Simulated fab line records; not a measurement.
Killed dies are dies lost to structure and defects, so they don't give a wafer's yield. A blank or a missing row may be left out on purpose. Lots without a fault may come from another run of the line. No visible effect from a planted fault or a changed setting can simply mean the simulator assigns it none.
Matching of chambers -- flow gf180mcu -- 4 sister chambers for GF_V5_CMP_04 on cmp-02
The step polishes SiO2. 8 wafers are shown with their chamber, then 7 later ones without.

WAFERS, EACH WITH ITS CHAMBER
wafer,chamber,motor-current-A (A),slurry-filter-dp-kPa (kPa)
L724.2,2,12.8,13.60
L724.6,2,11.5,13.40
L728.4,0,13.2,13.56
L738.1,3,12.1,13.71
L738.2,1,12.0,13.59
L738.4,0,12.2,13.55
L740.1,1,12.5,13.55
L740.2,3,12.0,13.49

WAFERS MISSING THEIR CHAMBER
wafer,motor-current-A (A),slurry-filter-dp-kPa (kPa)
L740.3,13.4,13.46
L742.2,12.2,13.63
L742.4,11.9,13.58
L742.5,11.6,13.51
L743.1,12.2,13.75
L743.4,12.8,13.40
L743.5,12.1,13.65

EACH ONE'S CHAMBER
wafer,from the rows above,in truth
L740.3,can't be placed: 0 or 2 or 1 or 3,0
L742.2,can't be placed: 3 or 1 or 0 or 2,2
L742.4,can't be placed: 3 or 1 or 2 or 0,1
L742.5,can't be placed: 2 or 3 or 1 or 0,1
L743.1,can't be placed: 3 or 1 or 0 or 2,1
L743.4,can't be placed: 2 or 0 or 1 or 3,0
L743.5,can't be placed: 3 or 1 or 0 or 2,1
0 of 7 placed correctly. Can't be placed from these rows: 7 (the true chamber is among the candidates in 7). Wrongly placed: 0.
How it was worked out, from the rows above alone: a wafer's distance from a chamber is the root of the sum, over the readings, of the square of ((its reading less the chamber's mean) divided by the reading's scatter). The wafer belongs to the nearest chamber; if the next one is less than 2 further off, it can't be placed. A chamber's mean is the mean of its shown wafers. How the scatter is found: for the shown wafers, subtract from each reading the mean of its chamber, square and add these, divide the total by (wafers less chambers), then take the root.
